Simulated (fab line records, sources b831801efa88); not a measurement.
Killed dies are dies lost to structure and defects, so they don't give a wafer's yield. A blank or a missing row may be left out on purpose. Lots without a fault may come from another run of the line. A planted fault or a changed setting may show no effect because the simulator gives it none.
Chamber matching | flow gf180mcu | GF_V3_CMP_04 on cmp-02: 4 sister chambers
The step polishes SiO2. 4 wafers are shown with their chamber, then 6 later ones without.

WAFERS WITH THEIR CHAMBER
wafer  | chamber | motor_current_A (A)
L302.4 | 0       | 13.0
L302.5 | 3       | 12.4
L301.2 | 2       | 12.3
L301.5 | 1       | 12.5

WAFERS WITHOUT THEIR CHAMBER
wafer  | motor_current_A (A)
L301.6 | 11.9
L305.2 | 12.2
L305.6 | 12.5
L306.3 | 12.1
L306.6 | 12.2
L308.5 | 11.9

WHICH CHAMBER EACH WENT THROUGH
wafer  | from the rows above               | in truth
L301.6 | can't be placed: 2 or 3 or 1      | 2
L305.2 | can't be placed: 2 or 3 or 1      | 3
L305.6 | can't be placed: 1 or 3 or 2 or 0 | 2
L306.3 | can't be placed: 2 or 3 or 1      | 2
L306.6 | can't be placed: 2 or 3 or 1      | 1
L308.5 | can't be placed: 2 or 3 or 1      | 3
Placed correctly: 0 of 6. Can't be placed from these rows: 6 (the true chamber is among the candidates in 6). Placed wrongly: 0.
How it was worked out, from the rows above alone: a wafer's distance from a chamber is the root of the sum, over the readings, of the square of ((its reading less the chamber's mean) divided by the reading's scatter). The wafer belongs to the nearest chamber; if the next one is less than 2 further off, it can't be placed. A chamber's mean is the mean of its shown wafers. The scatter: with one shown wafer a chamber, the root of the mean of the squares of how far each hidden wafer lies from its nearest shown one.
